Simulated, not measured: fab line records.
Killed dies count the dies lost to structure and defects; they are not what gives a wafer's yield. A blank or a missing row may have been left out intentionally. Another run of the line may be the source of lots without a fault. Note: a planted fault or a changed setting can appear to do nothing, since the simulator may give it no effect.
Split-lot study    flow sfq line    23 wafers read across 5 lots, on a route 325 steps long

## SPLIT DETAILS
At SFQ_TRILAYER_M4_LITHO_COAT_098 (resist thk 62 nm), the setting resist thk nm was moved away from the recipe's 62 nm on 10 of the 23 wafers read, by -5.2% to +3.9%. For the rest of the wafers, this setting stayed at what the recipe calls for.

The reading comes from the split's own step.

## THE READING
BARC_of_TRILAYER_M4_LITHO_COAT_098.thk nm (the simulator's own value, which no gauge read), in nm, at SFQ_TRILAYER_M4_LITHO_COAT_098 (resist thk 62 nm). The file does not state a usual value for it. The 13 wafers here that ran the recipe average 62.04 nm, standard deviation 0.099 nm.

wafer   tool, chamber at the split  resist thk nm as run, nm  against the recipe  BARC_of_TRILAYER_M4_LITHO_COAT_098.thk nm, nm  against lot-mates on the recipe
L078.1  litho track-01, 0           58.77                     -5.2%               58.9                                           -3.04
L078.2  litho track-01, 0           58.77                     -5.2%               58.67                                          -3.27
L078.3  litho track-01, 0           62                        recipe              61.91                                          -
L078.4  litho track-01, 0           58.77                     -5.2%               58.73                                          -3.21
L078.5  litho track-01, 0           62                        recipe              61.98                                          -
L079.1  litho track-01, 0           62                        recipe              62.15                                          -
L079.4  litho track-01, 0           62                        recipe              61.92                                          -
L079.5  litho track-01, 0           62                        recipe              62.12                                          -
L080.1  litho track-01, 0           62                        recipe              61.88                                          -
L080.2  litho track-01, 0           62                        recipe              61.98                                          -
L080.3  litho track-01, 0           62                        recipe              61.98                                          -
L080.5  litho track-01, 0           64.44                     +3.9%               64.36                                          +2.41
L080.6  litho track-01, 0           64.44                     +3.9%               64.43                                          +2.48
L084.1  litho track-01, 0           62                        recipe              62.02                                          -
L084.2  litho track-01, 0           62                        recipe              62.2                                           -
L084.3  litho track-01, 0           64.03                     +3.3%               64.06                                          +1.95
L084.4  litho track-01, 0           62                        recipe              62.1                                           -
L084.5  litho track-01, 0           64.03                     +3.3%               63.96                                          +1.85
L085.1  litho track-02, 0           64.08                     +3.4%               64.21                                          +2.09
L085.2  litho track-02, 0           64.08                     +3.4%               64.22                                          +2.10
L085.3  litho track-02, 0           62                        recipe              62.12                                          -
L085.5  litho track-02, 0           62                        recipe              62.12                                          -
L085.4  litho track-02, 0           64.08                     +3.4%               64.1                                           +1.98

THE FIT
A straight line over all 23 wafers: BARC_of_TRILAYER_M4_LITHO_COAT_098.thk nm changes by +0.622 nm for each +1% of resist thk nm; r = +1.00; the points scatter about the line by 0.099 nm.
The same after taking each lot's own level away (the mean of its wafers on the recipe; 23 wafers): +0.609 nm for each +1%; r = +1.00; scatter 0.077 nm.
According to that fit, moving resist thk nm by its largest amount changes the reading by 3.2 nm.
The span of the lots' own levels, 61.945 to 62.120 nm, comes to 1.8 times the standard deviation stated above.
The two slopes are in agreement: the lot-to-lot level therefore moves the slope only a little.
Check: -3.22 nm against its lot-mates is what the line predicts for one of the wafers moved furthest among these (-5.2%) when that wafer is left out of the fit. It came out at -3.04 nm against them.

## OTHER SPLITS APPLIED TO THESE WAFERS
Note: prior to the reading, these wafers also went through further splits. Each is held against what the fit with the lots' levels taken away leaves over:
other split on the same wafers           wafers away from the commonest value  r with BARC_of_TRILAYER_M4_LITHO_COAT_098.thk nm (lot level and that fit taken away)
SFQ_TRILAYER_M4_DEP_SPUTTER_091 power w  11                                    +0.07

## THE FILE'S OWN FIT
BARC_of_TRILAYER_M4_LITHO_COAT_098.thk nm changes by +0.609 nm for each +1% of resist thk nm, r = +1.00.
